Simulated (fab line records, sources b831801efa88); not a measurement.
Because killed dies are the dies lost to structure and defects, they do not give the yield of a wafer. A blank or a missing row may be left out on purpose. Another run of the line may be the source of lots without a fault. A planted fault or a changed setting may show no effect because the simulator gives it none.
fab line records	flow sky130	part 1 of 2: steps 1 to 27 of 37
[record] lots = 5	wafers = 15	last-day = 50
route steps=708 shown LDD_P@265 LDD_HVN@267 LDD_HVP@278 LDD_LDN@289
lots that met no fault: from a run of the same line without faults
start-h: hours from the record's opening day to when the first of the lot's shown wafers began	wait-h: hours since the lot's step before	" as in the row above	L1.1+2: a single row standing in for several wafers	- either no value or no given start	* or withheld: withheld	< > ~ a bound
route shown NAME@n: NAME is a module with steps in the file, n the number in the route of the first one	usual: the fault-free wafers' mean and standard deviation	same: alike in all rows	chamber/n: place in a boat	sites: per-site readings	_std_site: how widely they spread, as a standard deviation	_edge_site: mean of outer sites minus mean of inner sites	radius-mm: for every site, how far away it sits from the centre of the wafer	mask NAME#n: copy n	behind: tool/chamber where the wafer was last shaped	hold: what put the lot on hold/how long, in hours/how the hold closed	device: transistor that didn't switch, given as n, p or np	end of line: at the end of the route, the tests of the same wafers	a step given without rows: its recipe and nothing more	killed: dies lost to structure and defects at the first sort, not the wafer's yield	map: shows each die of a wafer: x if killed, . if not, _ if none is there
set.NAME: setting as actually run; set.NAME@STEP: the setting as run at that earlier step	model.NAME: the simulator's own value behind a step, which no gauge read
lots at some steps of the route; a table a step, a row a wafer
services: from which hour (start-h, from the record's first day; less than 0 if before it) a tool's chamber was out of use, for how many hours, and why
[[steps]]
[step SKY_LDD_P_STRIP_10]
[recipe] chemistry = O2/N2	power-w = 1400	pressure-mtorr = 1500	platen-temp-c = withheld	o2-flow-sccm = 3000	n2-flow-sccm = 300	overash-fraction = 0.5
[usual] drypump-motor-current-A = 5.6/0.45	oes-product-au = 0.716/0.0047	strip-time-to-endpoint-s = 14.20/0.035
lot.wafer	tool	chamber	start-h	wait-h	drypump-motor-current-A	oes-product-au	rf-hours-counter-h	strip-time-to-endpoint-s
L076.3	plasma-asher-03	0	471.62	0.1	6.2	0.724	-	14.22
L076.4	"	1	"	"	5.3	0.712	-	14.26
L076.5	"	0	"	"	6.2	0.710	-	14.19
L079.2	plasma-asher-03	0	488.94	0.1	6.2	0.714	38	14.23
L079.3	"	1	"	"	5.3	0.719	-	14.22
L079.4	"	0	"	"	6.2	0.722	-	14.24
L086.1	plasma-asher-02	0	548.72	0.1	5.4	0.723	70	14.20
L086.4	"	0	"	"	5.4	0.728	-	14.25
L086.5	"	1	"	"	4.7	0.718	-	14.22
L092.1	plasma-asher-03	1	597.87	0.1	5.3	0.713	49	14.21
L092.3	"	1	"	"	5.4	0.716	-	14.26
L092.4	"	0	"	"	6.2	0.710	-	14.14
L097.1	plasma-asher-04	0	631.37	0.1	5.4	0.711	20	14.24
L097.2	"	1	"	"	5.9	0.709	20	14.25
L097.6	"	1	"	"	5.9	0.711	-	14.21
[step SKY_LDD_P_TW_MEAS_11]
[usual] LDD_P_TW = 632/7.5
lot.wafer	tool	chamber	start-h	wait-h	LDD_P_TW
L076.3	film-metro-01	-	471.71	0.1	621
L076.4	"	-	"	"	621
L076.5	"	-	"	"	623
L079.2	film-metro-01	-	489.05	0.1	625
L079.3	"	-	"	"	624
L079.4	"	-	"	"	624
L086.1	film-metro-04	-	548.82	0.1	640
L086.4	"	-	"	"	637
L086.5	"	-	"	"	640
L092.1	film-metro-04	-	597.97	0.1	645
L092.3	"	-	"	"	646
L092.4	"	-	"	"	643
L097.1	film-metro-04	-	631.47	0.1	640
L097.2	"	-	"	"	643
L097.6	"	-	"	"	643
[step SKY_LDD_HVN_DEHYDRATE_00]
[recipe] temp-c = 200	time-s = 60
[usual] heater-power-total-W = 160.36/0.12	plate-temp-C = 200.01/0.15
lot.wafer	tool	chamber	start-h	wait-h	heater-power-total-W	plate-temp-C
L076.3	litho-track-04	0	486.63	14.9	160.34	199.84
L076.4	"	0	"	"	160.25	200.06
L076.5	"	0	"	"	160.53	199.61
L079.2	litho-track-03	0	503.65	14.6	160.29	199.90
L079.3	"	0	"	"	160.42	200.03
L079.4	"	0	"	"	160.28	199.88
L086.1	litho-track-03	0	563.28	14.4	160.29	200.07
L086.4	"	0	"	"	160.22	199.98
L086.5	"	0	"	"	160.26	199.97
L092.1	litho-track-02	0	612.22	14.2	160.18	199.96
L092.3	"	0	"	"	160.27	199.97
L092.4	"	0	"	"	160.30	200.13
L097.1	litho-track-04	0	645.13	13.7	160.32	200.15
L097.2	"	0	"	"	160.26	200.27
L097.6	"	0	"	"	160.22	200.28
[step SKY_LDD_HVN_HMDS_01]
[recipe] prime-time-s = 60	prime-temp-c = 120
lot.wafer	tool	chamber	start-h	wait-h
L076.3+4+5	litho-track-04	0	486.78	0.1
L079.2+3+4	litho-track-03	0	503.80	0.1
L086.1+4+5	litho-track-03	0	563.43	0.1
L092.1+3+4	litho-track-02	0	612.37	0.1
L097.1+2+6	litho-track-04	0	645.28	0.1
[step SKY_LDD_HVN_COAT_02]
[recipe] resist = NOVOLAK	spin-rpm = 3000	resist-thk-nm = 300
lot.wafer	tool	chamber	start-h	wait-h
L076.3+4+5	litho-track-04	0	486.93	0.1
L079.2+3+4	litho-track-03	0	503.95	0.1
L086.1+4+5	litho-track-03	0	563.58	0.1
L092.1+3+4	litho-track-02	0	612.52	0.1
L097.1+2+6	litho-track-04	0	645.43	0.1
[step SKY_LDD_HVN_SOFTBAKE_03]
[recipe] temp-c = 90	time-s = 60	resist = NOVOLAK
[usual] heater-power-total-W = 56.60/0.041	plate-temp-C = 90.00/0.12
lot.wafer	tool	chamber	start-h	wait-h	heater-power-total-W	plate-temp-C
L076.3	litho-track-04	0	487.08	0.1	56.58	89.84
L076.4	"	0	"	"	56.59	89.89
L076.5	"	0	"	"	56.65	89.95
L079.2	litho-track-03	0	504.10	0.1	56.56	89.90
L079.3	"	0	"	"	56.57	90.07
L079.4	"	0	"	"	56.55	90.04
L086.1	litho-track-03	0	563.73	0.1	56.60	89.95
L086.4	"	0	"	"	56.54	90.07
L086.5	"	0	"	"	56.59	90.04
L092.1	litho-track-02	0	612.67	0.1	56.57	89.94
L092.3	"	0	"	"	56.62	90.11
L092.4	"	0	"	"	56.61	90.00
L097.1	litho-track-04	0	645.58	0.1	56.61	90.12
L097.2	"	0	"	"	56.60	90.13
L097.6	"	0	"	"	56.61	90.07
[step SKY_LDD_HVN_EXPOSE_04]
[recipe] mask-id = HVNTM	na = 0.6	source-shape = conventional	sigma-outer = 0.6	polarization = unpolarized	target-cd-nm = 700	dose-mj = 127
[usual] exposure-dose-mJ-cm2 = 126.99/0.12
[same] sigma-outer = 0.6
lot.wafer	tool	chamber	start-h	wait-h	mask	exposure-dose-mJ-cm2
L076.3	iline-stepper-02	0	-	-	HVNTM#0	126.85
L076.4	"	0	"	"	HVNTM#0	126.91
L076.5	"	0	"	"	HVNTM#0	127.04
L079.2	iline-stepper-02	0	-	-	HVNTM#0	127.11
L079.3	"	0	"	"	HVNTM#0	127.17
L079.4	"	0	"	"	HVNTM#0	127.16
L086.1	iline-stepper-01	0	-	-	HVNTM#0	126.96
L086.4	"	0	"	"	HVNTM#0	126.87
L086.5	"	0	"	"	HVNTM#0	126.98
L092.1	iline-stepper-01	0	-	-	HVNTM#0	127.07
L092.3	"	0	"	"	HVNTM#0	127.16
L092.4	"	0	"	"	HVNTM#0	127.08
L097.1	iline-stepper-01	0	-	-	HVNTM#0	126.84
L097.2	"	0	"	"	HVNTM#0	126.82
L097.6	"	0	"	"	HVNTM#0	126.83
[step SKY_LDD_HVN_PEB_05]
[recipe] temp-c = withheld	time-s = *	resist = NOVOLAK
lot.wafer	tool	chamber	start-h	wait-h
L076.3+4+5	litho-track-04	0	-	-
L079.2+3+4	litho-track-02	0	-	-
L086.1+4+5	litho-track-03	0	-	-
L092.1+3+4	litho-track-02	0	-	-
L097.1+2+6	litho-track-03	0	-	-
[step SKY_LDD_HVN_DEVELOP_06]
[recipe] resist = NOVOLAK	developer = TMAH	develop-time-s = 60	dev-temp-c = 23
lot.wafer	tool	chamber	start-h	wait-h
L076.3+4+5	litho-track-04	0	502.13	0.1
L079.2+3+4	litho-track-02	0	519.34	0.1
L086.1+4+5	litho-track-03	0	577.88	0.1
L092.1+3+4	litho-track-02	0	626.92	0.1
L097.1+2+6	litho-track-03	0	659.38	0.1
[step SKY_LDD_HVN_OVL_MEAS_07]
[usual] LDD_HVN_OVL = 0.6/1.4
lot.wafer	tool	chamber	start-h	wait-h	LDD_HVN_OVL[nm]
L076.3	overlay-02	-	502.25	0.1	-1.1
L076.4	"	-	"	"	-0.5
L076.5	"	-	"	"	-0.5
L079.2	overlay-02	-	519.47	0.1	0.9
L079.3	"	-	"	"	1.3
L079.4	"	-	"	"	0.6
L086.1	overlay-02	-	578.03	0.1	-0.3
L086.4	"	-	"	"	-0.6
L086.5	"	-	"	"	1.1
L092.1	overlay-01	-	627.07	0.1	-1.1
L092.3	"	-	"	"	-0.4
L092.4	"	-	"	"	0.7
L097.1	overlay-01	-	659.53	0.1	1.2
L097.2	"	-	"	"	1.1
L097.6	"	-	"	"	0.5
[step SKY_LDD_HVN_IMPLANT_08]
[recipe] species = P	energy-kev = 60	dose-cm2 = 3e+13	tilt-deg = 40
[usual] dose-ions-cm2 = 3e+13/3.5e+10
lot.wafer	tool	chamber	start-h	wait-h	dose-ions-cm2
L076.3	implanter-01	0	502.32	0.1	2.998e+13
L076.4	"	0	"	"	3.001e+13
L076.5	"	0	"	"	3.001e+13
L079.2	implanter-02	0	519.53	0.0	2.999e+13
L079.3	"	0	"	"	3.001e+13
L079.4	"	0	"	"	2.994e+13
L086.1	implanter-01	0	578.06	0.0	2.997e+13
L086.4	"	0	"	"	2.995e+13
L086.5	"	0	"	"	3.001e+13
L092.1	implanter-01	0	627.10	0.0	2.999e+13
L092.3	"	0	"	"	2.999e+13
L092.4	"	0	"	"	2.999e+13
L097.1	implanter-03	0	659.56	0.0	3e+13
L097.2	"	0	"	"	3.003e+13
L097.6	"	0	"	"	3.002e+13
[step SKY_LDD_HVN_STRIP_09]
[recipe] chemistry = O2/N2	power-w = 1400	pressure-mtorr = 1500	platen-temp-c = withheld	o2-flow-sccm = 3000	n2-flow-sccm = 300	overash-fraction = 0.5
[usual] drypump-motor-current-A = 5.9/0.37	oes-product-au = 0.408/0.0045	strip-time-to-endpoint-s = 4.135/0.014
lot.wafer	tool	chamber	start-h	wait-h	drypump-motor-current-A	oes-product-au	rf-hours-counter-h	strip-time-to-endpoint-s
L076.3	plasma-asher-03	1	502.45	0.1	5.4	0.400	-	4.157
L076.4	"	0	"	"	6.2	0.406	-	4.151
L076.5	"	1	"	"	5.4	0.416	-	4.152
L079.2	plasma-asher-04	1	519.65	0.1	5.8	0.413	9	4.136
L079.3	"	1	"	"	5.8	0.405	-	4.131
L079.4	"	0	"	"	5.5	0.412	-	4.154
L086.1	plasma-asher-03	1	578.21	0.1	5.4	0.416	47	4.126
L086.4	"	0	"	"	6.2	0.409	-	4.152
L086.5	"	1	"	"	5.3	0.412	-	4.151
L092.1	plasma-asher-04	0	627.25	0.1	5.4	0.407	19	4.144
L092.3	"	0	"	"	5.4	0.414	-	4.131
L092.4	"	1	"	"	5.8	0.416	-	4.136
L097.1	plasma-asher-01	0	659.71	0.1	6.3	0.407	96	4.126
L097.2	"	1	"	"	6.1	0.410	96	4.142
L097.6	"	1	"	"	6.1	0.401	-	4.113
[step SKY_LDD_HVN_TW_MEAS_10]
[usual] LDD_HVN_TW = 1442/18
lot.wafer	tool	chamber	start-h	wait-h	LDD_HVN_TW
L076.3	film-metro-04	-	502.54	0.1	1452
L076.4	"	-	"	"	1454
L076.5	"	-	"	"	1450
L079.2	film-metro-04	-	519.76	0.1	1452
L079.3	"	-	"	"	1443
L079.4	"	-	"	"	1437
L086.1	film-metro-03	-	578.31	0.1	1463
L086.4	"	-	"	"	1458
L086.5	"	-	"	"	1450
L092.1	film-metro-02	-	627.35	0.1	1416
L092.3	"	-	"	"	1415
L092.4	"	-	"	"	1421
L097.1	film-metro-04	-	659.81	0.1	1471
L097.2	"	-	"	"	1449
L097.6	"	-	"	"	1468
[step SKY_LDD_HVP_DEHYDRATE_00]
[recipe] temp-c = 200	time-s = 60
[usual] heater-power-total-W = 160.39/0.13	plate-temp-C = 200.02/0.15
lot.wafer	tool	chamber	start-h	wait-h	heater-power-total-W	plate-temp-C
L076.3	litho-track-04	0	516.73	14.2	160.45	200.27
L076.4	"	0	"	"	160.28	199.97
L076.5	"	0	"	"	160.29	200.25
L079.2	litho-track-01	0	534.10	14.3	160.23	199.84
L079.3	"	0	"	"	160.27	200.00
L079.4	"	0	"	"	160.42	199.97
L086.1	litho-track-04	0	592.58	14.3	160.37	200.05
L086.4	"	0	"	"	160.45	200.29
L086.5	"	0	"	"	160.53	200.38
L092.1	litho-track-03	0	640.58	13.2	160.28	200.11
L092.3	"	0	"	"	160.27	199.96
L092.4	"	0	"	"	160.60	200.17
L097.1	litho-track-03	0	673.03	13.2	160.29	199.86
L097.2	"	0	"	"	160.18	200.05
L097.6	"	0	"	"	160.33	199.81
[step SKY_LDD_HVP_HMDS_01]
[recipe] prime-time-s = 60	prime-temp-c = 120
lot.wafer	tool	chamber	start-h	wait-h
L076.3+4+5	litho-track-04	0	516.88	0.1
L079.2+3+4	litho-track-01	0	534.25	0.1
L086.1+4+5	litho-track-04	0	592.73	0.1
L092.1+3+4	litho-track-03	0	640.73	0.1
L097.1+2+6	litho-track-03	0	673.18	0.1
[step SKY_LDD_HVP_COAT_02]
[recipe] resist = NOVOLAK	spin-rpm = 3000	resist-thk-nm = 300
lot.wafer	tool	chamber	start-h	wait-h
L076.3+4+5	litho-track-04	0	517.03	0.1
L079.2+3+4	litho-track-01	0	534.40	0.1
L086.1+4+5	litho-track-04	0	592.88	0.1
L092.1+3+4	litho-track-03	0	640.88	0.1
L097.1+2+6	litho-track-03	0	673.33	0.1
[step SKY_LDD_HVP_SOFTBAKE_03]
[recipe] temp-c = 90	time-s = 60	resist = NOVOLAK
[usual] heater-power-total-W = 56.60/0.041	plate-temp-C = 89.97/0.12
lot.wafer	tool	chamber	start-h	wait-h	heater-power-total-W	plate-temp-C
L076.3	litho-track-04	0	517.18	0.1	56.61	89.90
L076.4	"	0	"	"	56.55	89.97
L076.5	"	0	"	"	56.58	89.69
L079.2	litho-track-01	0	534.55	0.1	56.57	90.08
L079.3	"	0	"	"	56.57	89.90
L079.4	"	0	"	"	56.57	89.89
L086.1	litho-track-04	0	593.03	0.1	56.57	89.82
L086.4	"	0	"	"	56.52	89.87
L086.5	"	0	"	"	56.62	90.13
L092.1	litho-track-03	0	641.03	0.1	56.56	89.80
L092.3	"	0	"	"	56.53	89.89
L092.4	"	0	"	"	56.56	89.87
L097.1	litho-track-03	0	673.48	0.1	56.65	90.02
L097.2	"	0	"	"	56.61	90.06
L097.6	"	0	"	"	56.60	89.92
[step SKY_LDD_HVP_EXPOSE_04]
[recipe] mask-id = HVPTM	na = 0.6	source-shape = conventional	sigma-outer = 0.6	polarization = unpolarized	target-cd-nm = 700	dose-mj = 86
[usual] exposure-dose-mJ-cm2 = 86.00/0.085
[same] sigma-outer = 0.6
lot.wafer	tool	chamber	start-h	wait-h	mask	exposure-dose-mJ-cm2
L076.3	iline-stepper-02	0	-	-	HVPTM#0	85.97
L076.4	"	0	"	"	HVPTM#0	85.90
L076.5	"	0	"	"	HVPTM#0	85.96
L079.2	iline-stepper-01	0	-	-	HVPTM#0	85.99
L079.3	"	0	"	"	HVPTM#0	85.92
L079.4	"	0	"	"	HVPTM#0	85.99
L086.1	iline-stepper-02	0	-	-	HVPTM#0	86.02
L086.4	"	0	"	"	HVPTM#0	86.06
L086.5	"	0	"	"	HVPTM#0	85.98
L092.1	iline-stepper-02	0	-	-	HVPTM#0	86.09
L092.3	"	0	"	"	HVPTM#0	85.98
L092.4	"	0	"	"	HVPTM#0	86.13
L097.1	iline-stepper-01	0	-	-	HVPTM#0	85.93
L097.2	"	0	"	"	HVPTM#0	85.89
L097.6	"	0	"	"	HVPTM#0	85.87
[step SKY_LDD_HVP_PEB_05]
[recipe] temp-c = withheld	time-s = *	resist = NOVOLAK
lot.wafer	tool	chamber	start-h	wait-h
L076.3+4+5	litho-track-04	0	-	-
L079.2+3+4	litho-track-04	0	-	-
L086.1+4+5	litho-track-03	0	-	-
L092.1+3+4	litho-track-03	0	-	-
L097.1+2+6	litho-track-04	0	-	-
[step SKY_LDD_HVP_DEVELOP_06]
[recipe] resist = NOVOLAK	developer = TMAH	develop-time-s = 60	dev-temp-c = 23
lot.wafer	tool	chamber	start-h	wait-h
L076.3+4+5	litho-track-04	0	532.53	0.1
L079.2+3+4	litho-track-04	0	549.76	0.1
L086.1+4+5	litho-track-03	0	606.98	0.1
L092.1+3+4	litho-track-03	0	655.58	0.1
L097.1+2+6	litho-track-04	0	687.28	0.1
[step SKY_LDD_HVP_OVL_MEAS_07]
[usual] LDD_HVP_OVL = 0.8/1.4
lot.wafer	tool	chamber	start-h	wait-h	LDD_HVP_OVL[nm]
L076.3	overlay-02	-	532.65	0.1	1.4
L076.4	"	-	"	"	0.5
L076.5	"	-	"	"	1.2
L079.2	overlay-02	-	549.89	0.1	-0.6
L079.3	"	-	"	"	-0.8
L079.4	"	-	"	"	-2.3
L086.1	overlay-01	-	607.13	0.1	-1.7
L086.4	"	-	"	"	0.7
L086.5	"	-	"	"	2.9
L092.1	overlay-02	-	655.73	0.1	-1.2
L092.3	"	-	"	"	1.0
L092.4	"	-	"	"	0.3
L097.1	overlay-01	-	687.43	0.1	0.4
L097.2	"	-	"	"	1.6
L097.6	"	-	"	"	1.7
[step SKY_LDD_HVP_IMPLANT_08]
[recipe] species = B	energy-kev = 20	dose-cm2 = 1.7e+13	tilt-deg = 17.9
[usual] dose-ions-cm2 = 1.6998e+13/2e+10
lot.wafer	tool	chamber	start-h	wait-h	dose-ions-cm2
L076.3	implanter-04	0	532.72	0.1	1.6959e+13
L076.4	"	0	"	"	1.6966e+13
L076.5	"	0	"	"	1.6998e+13
L079.2	implanter-04	0	549.94	0.0	1.7006e+13
L079.3	"	0	"	"	1.7034e+13
L079.4	"	0	"	"	1.7045e+13
L086.1	implanter-04	0	607.16	0.0	1.7007e+13
L086.4	"	0	"	"	1.7009e+13
L086.5	"	0	"	"	1.7021e+13
L092.1	implanter-04	0	655.76	0.0	1.6981e+13
L092.3	"	0	"	"	1.7017e+13
L092.4	"	0	"	"	1.6996e+13
L097.1	implanter-04	0	687.47	0.0	1.7021e+13
L097.2	"	0	"	"	1.7018e+13
L097.6	"	0	"	"	1.7012e+13
[step SKY_LDD_HVP_STRIP_09]
[recipe] chemistry = O2/N2	power-w = 1400	pressure-mtorr = 1500	platen-temp-c = withheld	o2-flow-sccm = 3000	n2-flow-sccm = 300	overash-fraction = 0.5
[usual] drypump-motor-current-A = 5.5/0.52	oes-product-au = 0.409/0.0045	strip-time-to-endpoint-s = 4.138/0.017
lot.wafer	tool	chamber	start-h	wait-h	drypump-motor-current-A	oes-product-au	rf-hours-counter-h	strip-time-to-endpoint-s
L076.3	plasma-asher-02	1	532.85	0.1	4.7	0.406	-	4.115
L076.4	"	0	"	"	5.5	0.407	-	4.129
L076.5	"	0	"	"	5.5	0.404	-	4.121
L079.2	plasma-asher-04	0	550.07	0.1	5.4	0.412	12	4.149
L079.3	"	0	"	"	5.4	0.415	-	4.136
L079.4	"	1	"	"	5.8	0.411	-	4.147
L086.1	plasma-asher-02	1	607.31	0.1	4.8	0.410	76	4.146
L086.4	"	1	"	"	4.8	0.412	-	4.140
L086.5	"	1	"	"	4.8	0.413	-	4.152
L092.1	plasma-asher-02	0	655.91	0.1	5.5	0.405	81	4.109
L092.3	"	0	"	"	5.5	0.413	-	4.143
L092.4	"	1	"	"	4.7	0.405	-	4.132
L097.1	plasma-asher-02	1	687.62	0.1	4.8	0.406	84	4.150
L097.2	"	0	"	"	5.4	0.410	84	4.190
L097.6	"	1	"	"	4.8	0.411	-	4.168
[step SKY_LDD_HVP_TW_MEAS_10]
[usual] LDD_HVP_TW = 453/5.7
lot.wafer	tool	chamber	start-h	wait-h	LDD_HVP_TW
L076.3	film-metro-02	-	532.94	0.1	451
L076.4	"	-	"	"	450
L076.5	"	-	"	"	448
L079.2	film-metro-04	-	550.18	0.1	459
L079.3	"	-	"	"	461
L079.4	"	-	"	"	464
L086.1	film-metro-02	-	607.41	0.1	450
L086.4	"	-	"	"	452
L086.5	"	-	"	"	447
L092.1	film-metro-01	-	656.01	0.1	448
L092.3	"	-	"	"	449
L092.4	"	-	"	"	448
L097.1	film-metro-01	-	687.72	0.1	449
L097.2	"	-	"	"	448
L097.6	"	-	"	"	450
[step SKY_LDD_LDN_DEHYDRATE_00]
[recipe] temp-c = 200	time-s = 60
[usual] heater-power-total-W = 160.37/0.12	plate-temp-C = 199.98/0.15
lot.wafer	tool	chamber	start-h	wait-h	heater-power-total-W	plate-temp-C
L076.3	litho-track-01	0	547.38	14.4	160.39	199.84
L076.4	"	0	"	"	160.45	199.86
L076.5	"	0	"	"	160.23	199.86
L079.2	litho-track-04	0	564.71	14.5	160.45	200.02
L079.3	"	0	"	"	160.17	199.97
L079.4	"	0	"	"	160.45	200.18
L086.1	litho-track-02	0	621.97	14.5	160.33	199.87
L086.4	"	0	"	"	160.32	200.14
L086.5	"	0	"	"	160.21	199.90
L092.1	litho-track-01	0	669.43	13.4	160.49	199.91
L092.3	"	0	"	"	160.34	199.80
L092.4	"	0	"	"	160.25	199.97
L097.1	litho-track-02	0	701.07	13.3	160.26	199.71
L097.2	"	0	"	"	160.32	199.82
L097.6	"	0	"	"	160.56	199.69
[step SKY_LDD_LDN_HMDS_01]
[recipe] prime-time-s = 60	prime-temp-c = 120.4
lot.wafer	tool	chamber	start-h	wait-h
L076.3+4+5	litho-track-01	0	547.53	0.1
L079.2+3+4	litho-track-04	0	564.86	0.1
L086.1+4+5	litho-track-02	0	622.12	0.1
L092.1+3+4	litho-track-01	0	669.58	0.1
L097.1+2+6	litho-track-02	0	701.22	0.1
[step SKY_LDD_LDN_COAT_02]
[recipe] resist = NOVOLAK	spin-rpm = 3000	resist-thk-nm = 1140
lot.wafer	tool	chamber	start-h	wait-h
L076.3+4+5	litho-track-01	0	547.68	0.1
L079.2+3+4	litho-track-04	0	565.01	0.1
L086.1+4+5	litho-track-02	0	622.27	0.1
L092.1+3+4	litho-track-01	0	669.73	0.1
L097.1+2+6	litho-track-02	0	701.37	0.1
